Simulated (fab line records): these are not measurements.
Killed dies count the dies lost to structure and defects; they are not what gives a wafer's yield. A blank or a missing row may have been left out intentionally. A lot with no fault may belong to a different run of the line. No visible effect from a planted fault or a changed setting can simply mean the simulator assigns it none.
Which tool is to blame? -- flow sky130 -- Sampling: 24 lots, 72 wafers, 6 of 708 route steps

WHAT THE GAUGES SHOWED, per wafer
SKY_LI_CONTACT_OVL_MEAS_13. Usual: LI_CONTACT_OVL gives 0 nm (standard deviation 7.2).
lot,measured,on,LI_CONTACT_OVL (nm),flag
L074,day 28 22:21,overlay-01,2 5 -6,
L075,day 29 08:02,overlay-02,-5 -11 -11,
L076,day 29 12:17,overlay-01,-6 1 -5,
L077,day 30 02:45,overlay-02,3 10 18,
L078,day 30 12:00,overlay-02,4 1 2,
L079,day 30 13:59,overlay-02,-6 -13 0,
L080,day 31 06:29,overlay-01,2 -4 3,
L081,day 31 14:26,overlay-02,9 3 -3,
L082,day 31 20:07,overlay-01,12 4 12,
L083,day 32 04:08,overlay-01,-9 -2 -2,
L084,day 32 12:33,overlay-01,0 -4 -9,
L085,day 32 21:08,overlay-02,19 13 8,
L086,day 33 08:21,overlay-01,3 2 -4,
L087,day 33 20:04,overlay-02,4 -4 6,
L089,day 34 00:53,overlay-02,-4 -6 -1,
L088,day 34 02:09,overlay-01,-11 -6 -3,
L091,day 34 19:47,overlay-01,21 8 16,
L092,day 34 22:09,overlay-01,2 6 4,
L090,day 34 22:30,overlay-01,2 3 -4,
L093,day 35 05:26,overlay-02,-4 -9 11,
L094,day 35 12:06,overlay-02,8 7 8,
L095,day 35 22:38,overlay-02,-16 -14 -13,
L096,day 36 01:15,overlay-02,3 -4 -9,
L097,day 36 09:30,overlay-01,-5 1 1,

SKY_VIA2_THK_MEAS_23: measures by xrf. Usual: VIA2_W_THK gives 427 nm (standard deviation 5).
lot,measured,on,VIA2_W_THK (nm),flag
L074,day 36 04:00,film-metro-04,433 429 425,
L075,day 36 12:41,film-metro-03,417 423 422,
L076,day 36 15:23,film-metro-03,430 423 434,
L077,day 37 06:23,film-metro-04,420 434 427,
L078,day 37 13:59,film-metro-03,420 425 425,
L079,day 37 16:07,film-metro-03,431 430 435,
L080,day 38 08:14,film-metro-04,420 423 426,
L081,day 38 15:50,film-metro-03,421 427 424,
L082,day 38 20:43,film-metro-01,434 441 433,
L083,day 39 05:13,film-metro-04,428 422 425,
L084,day 39 11:43,film-metro-04,423 422 429,
L085,day 39 21:14,film-metro-03,428 431 433,
L086,day 40 05:20,film-metro-04,421 423 424,
L087,day 40 17:58,film-metro-04,418 420 415,
L089,day 40 21:02,film-metro-03,435 423 424,
L088,day 41 00:12,film-metro-04,421 421 427,
L091,day 41 16:16,film-metro-03,427 424 428,
L092,day 41 18:05,film-metro-01,434 434 432,
L090,day 41 19:05,film-metro-04,435 431 433,
L093,day 42 00:22,film-metro-04,426 426 429,
L094,day 42 06:17,film-metro-04,423 424 423,
L095,day 42 14:33,film-metro-01,426 426 433,
L096,day 42 18:22,film-metro-04,427 422 429,
L097,day 43 00:35,film-metro-04,428 433 434,

SKY_CAPM_THK_MEAS_04: measures by xrf. Usual: CAPM_TIN_THK gives 205.5 nm (standard deviation 2.2).
lot,measured,on,CAPM_TIN_THK (nm),flag
L074,day 36 04:50,film-metro-04,203.4 203.9 204.5,
L075,day 36 13:30,film-metro-02,200.8 201.0 201.3,
L076,day 36 16:13,film-metro-02,202.9 205.2 205.3,
L077,day 37 07:13,film-metro-04,206.2 205.2 205.7,
L078,day 37 15:10,film-metro-04,206.1 203.2 207.6,
L079,day 37 16:57,film-metro-03,203.7 204.7 203.4,
L080,day 38 09:04,film-metro-04,208.8 208.8 206.4,
L081,day 38 16:39,film-metro-03,203.0 205.8 204.0,
L082,day 38 21:32,film-metro-04,204.4 202.5 206.3,
L083,day 39 06:02,film-metro-03,207.9 207.3 205.9,
L084,day 39 12:37,film-metro-02,201.8 206.7 201.9,
L085,day 39 22:04,film-metro-02,205.7 202.7 203.7,
L086,day 40 06:10,film-metro-04,202.5 204.8 205.0,
L087,day 40 18:47,film-metro-02,203.0 203.5 202.4,
L089,day 40 21:51,film-metro-04,206.2 206.2 206.3,
L088,day 41 01:01,film-metro-04,206.2 204.3 206.0,
L091,day 41 17:05,film-metro-04,205.7 208.3 205.1,
L092,day 41 18:56,film-metro-03,206.0 206.6 208.6,
L090,day 41 20:06,film-metro-04,205.1 204.8 204.9,
L093,day 42 01:11,film-metro-03,207.8 211.2 207.9,
L094,day 42 07:08,film-metro-03,207.0 208.7 209.0,
L095,day 42 15:23,film-metro-02,203.4 205.6 203.5,
L096,day 42 19:11,film-metro-04,206.4 205.0 204.0,
L097,day 43 01:25,film-metro-03,209.5 208.8 210.1,

EACH LOT AND THE TOOL THAT RAN IT (in order: tool; ch and the chambers of the sampled wafers; start)
lot,SKY_VIA1_CMP_24,SKY_VIA2_ETCH_15,SKY_VIA2_SPUTTER_20
L074,"cmp-01 ch 0,1,2, day 33 18:55","rie-diel-03 ch 0,2,3, day 36 03:01","pvd-sputter-04, day 36 03:41"
L075,"cmp-02 ch 0,2,3, day 34 04:06","rie-diel-01 ch 0,1,3, day 36 11:43","pvd-sputter-03, day 36 12:22"
L076,"cmp-01 ch 0,1,3, day 34 08:24","rie-diel-01 ch 0,1,2, day 36 14:25","pvd-sputter-03, day 36 15:04"
L077,"cmp-02 ch 0,1,3, day 34 22:03","rie-diel-01 ch 0,1,3, day 37 05:25","pvd-sputter-04, day 37 06:04"
L078,"cmp-01 ch 0,2, day 35 06:43","rie-diel-03 ch 0,3, day 37 12:58","pvd-sputter-02, day 37 13:40"
L079,"cmp-02 ch 1,2,3, day 35 07:25","rie-diel-02 ch 2,3, day 37 15:07","pvd-sputter-04, day 37 15:49"
L080,"cmp-02 ch 0,1,3, day 36 00:51","rie-diel-03 ch 1,2,3, day 38 07:16","pvd-sputter-04, day 38 07:56"
L081,"cmp-01 ch 0,2,3, day 36 08:02","rie-diel-02 ch 0,2,3, day 38 14:52","pvd-sputter-04, day 38 15:31"
L082,"cmp-01 ch 0,1,2, day 36 13:05","rie-diel-02 ch 1,2,3, day 38 19:45","pvd-sputter-03, day 38 20:23"
L083,"cmp-02 ch 0,2,3, day 36 22:32","rie-diel-03 ch 0,1,3, day 39 04:10","pvd-sputter-02, day 39 04:55"
L084,"cmp-01 ch 0,3, day 37 05:32","rie-diel-01 ch 0,2,3, day 39 10:43","pvd-sputter-02, day 39 11:23"
L085,"cmp-01 ch 0,1,3, day 37 14:44","rie-diel-01 ch 1,3, day 39 20:16","pvd-sputter-04, day 39 20:56"
L086,"cmp-01 ch 0,2,3, day 38 00:06","rie-diel-03 ch 0,1,2, day 40 04:19","pvd-sputter-02, day 40 05:01"
L087,"cmp-02 ch 2,3, day 38 12:14","rie-diel-02 ch 2,3, day 40 16:58","pvd-sputter-04, day 40 17:37"
L089,"cmp-02 ch 0,2,3, day 38 16:11","rie-diel-03 ch 0,1,2, day 40 20:04","pvd-sputter-03, day 40 20:43"
L088,"cmp-02 ch 0,3, day 38 18:48","rie-diel-01 ch 1,3, day 40 23:13","pvd-sputter-02, day 40 23:52"
L091,"cmp-01 ch 2,3, day 39 11:32","rie-diel-03 ch 1,2,3, day 41 15:10","pvd-sputter-04, day 41 15:50"
L092,"cmp-02 ch 0,1,2, day 39 14:30","rie-diel-01 ch 1,2, day 41 17:07","pvd-sputter-03, day 41 17:47"
L090,"cmp-02 ch 2,3, day 39 15:06","rie-diel-02 ch 0,1, day 41 17:58","pvd-sputter-02, day 41 18:38"
L093,"cmp-01 ch 0,1,3, day 39 20:45","rie-diel-02 ch 1,2,3, day 41 23:22","pvd-sputter-02, day 42 00:02"
L094,"cmp-02 ch 1,2,3, day 40 03:24","rie-diel-03 ch 2,3, day 42 05:19","pvd-sputter-03, day 42 05:58"
L095,"cmp-02 ch 0,1, day 40 12:33","rie-diel-03 ch 1,3, day 42 13:34","pvd-sputter-03, day 42 14:14"
L096,"cmp-02 ch 1,3, day 40 15:41","rie-diel-02 ch 0,1,3, day 42 17:19","pvd-sputter-03, day 42 18:02"
L097,"cmp-02 ch 0,2, day 40 22:17","rie-diel-03 ch 0,2, day 42 23:37","pvd-sputter-03, day 43 00:16"
- SKY_VIA1_CMP_24: polishes, stops on SiO2, t overpolish 15 s, target thk 0 nm.
- SKY_VIA2_ETCH_15: etches SiO2 in C4F8/O2/Ar, stops on TiN, target depth 546 nm, time 84 s.
- SKY_VIA2_SPUTTER_20: material TiN, target thk 20 nm, time 80 s.

AS READ BY THE TOOLS THEMSELVES (means over the sampled wafers that have a number; for cases with no such wafer, the mark the record gives instead)
SKY_VIA1_CMP_24. Usual: edge-zone-pressure-frac 1.000, standard deviation 0.0051; motor-current-A 11.6 A, standard deviation 1.4; overpolish-run-s 15.000 s, standard deviation 0.0096; time-to-endpoint-s 61 s, standard deviation 3.3.
lot,tool,edge-zone-pressure-frac,motor-current-A (A),overpolish-run-s (s),time-to-endpoint-s (s),flag
L074,cmp-01,1.002,10.9,14.999,60,
L075,cmp-02,1.000,12.7,15.012,64,
L076,cmp-01,0.997,10.6,15.004,60,
L077,cmp-02,1.003,11.6,14.993,62,
L078,cmp-01,0.997,11.5,14.995,63,
L079,cmp-02,1.000,12.4,14.998,59,
L080,cmp-02,1.002,11.8,15.004,57,
L081,cmp-01,1.001,11.3,14.984,65,
L082,cmp-01,1.001,11.2,15.010,64,
L083,cmp-02,1.001,12.1,14.994,62,
L084,cmp-01,1.001,10.5,15.000,59,
L085,cmp-01,1.003,10.4,14.996,64,
L086,cmp-01,0.998,10.4,14.997,66,
L087,cmp-02,1.006,13.4,14.999,61,
L089,cmp-02,1.003,12.4,15.002,60,
L088,cmp-02,0.996,12.8,14.991,62,
L091,cmp-01,0.997,10.8,15.010,66,
L092,cmp-02,0.997,11.5,14.998,59,
L090,cmp-02,0.997,13.0,14.997,59,
L093,cmp-01,0.997,10.8,14.992,64,
L094,cmp-02,0.998,12.5,14.997,60,
L095,cmp-02,1.002,11.1,14.999,60,
L096,cmp-02,1.004,11.8,15.006,57,
L097,cmp-02,1.001,11.3,14.997,62,

SKY_VIA2_ETCH_15. Usual: oes-product-au 0.949 a.u., standard deviation 0.0051.
lot,tool,oes-product-au (a.u.),flag
L074,rie-diel-03,0.953,
L075,rie-diel-01,0.946,
L076,rie-diel-01,0.951,
L077,rie-diel-01,0.944,
L078,rie-diel-03,0.952,
L079,rie-diel-02,0.948,
L080,rie-diel-03,0.947,
L081,rie-diel-02,0.946,
L082,rie-diel-02,0.950,
L083,rie-diel-03,0.953,
L084,rie-diel-01,0.953,
L085,rie-diel-01,0.952,
L086,rie-diel-03,0.943,
L087,rie-diel-02,0.955,
L089,rie-diel-03,0.947,
L088,rie-diel-01,0.950,
L091,rie-diel-03,0.948,
L092,rie-diel-01,0.945,
L090,rie-diel-02,0.953,
L093,rie-diel-02,0.946,
L094,rie-diel-03,0.953,
L095,rie-diel-03,0.944,
L096,rie-diel-02,0.946,
L097,rie-diel-03,0.945,

SKY_VIA2_SPUTTER_20. Usual: throttle-valve-pct 30.1 %, standard deviation 0.9.
lot,tool,throttle-valve-pct (%),flag
L074,pvd-sputter-04,30.2,
L075,pvd-sputter-03,30.3,
L076,pvd-sputter-03,29.9,
L077,pvd-sputter-04,30.0,
L078,pvd-sputter-02,29.9,
L079,pvd-sputter-04,29.7,
L080,pvd-sputter-04,30.5,
L081,pvd-sputter-04,30.4,
L082,pvd-sputter-03,29.9,
L083,pvd-sputter-02,30.8,
L084,pvd-sputter-02,31.4,
L085,pvd-sputter-04,30.4,
L086,pvd-sputter-02,31.3,
L087,pvd-sputter-04,30.3,
L089,pvd-sputter-03,29.2,
L088,pvd-sputter-02,30.0,
L091,pvd-sputter-04,30.6,
L092,pvd-sputter-03,29.8,
L090,pvd-sputter-02,30.5,
L093,pvd-sputter-02,31.3,
L094,pvd-sputter-03,29.8,
L095,pvd-sputter-03,29.7,
L096,pvd-sputter-03,29.9,
L097,pvd-sputter-03,29.2,

THE ANSWER, worked out from the rows above alone
Rule: lot off if the mean of its wafers having a number is beyond 3 standard deviations from the usual mean. Also off: a lot with no number at a reading for which 4 or more lots have one. The other lots that the step has rows for count as sound. After the gauges, taken in route order, come the tools' own readings; for these a lot's mean is taken, as printed above. The first step at which some lot is off is used, and at that step the reading that is off furthest; a lot without a number counts as furthest.
Across all readings shown, no lot is off: no conclusion can be drawn from this.

WHAT WAS PUT IN BY THE SIMULATOR
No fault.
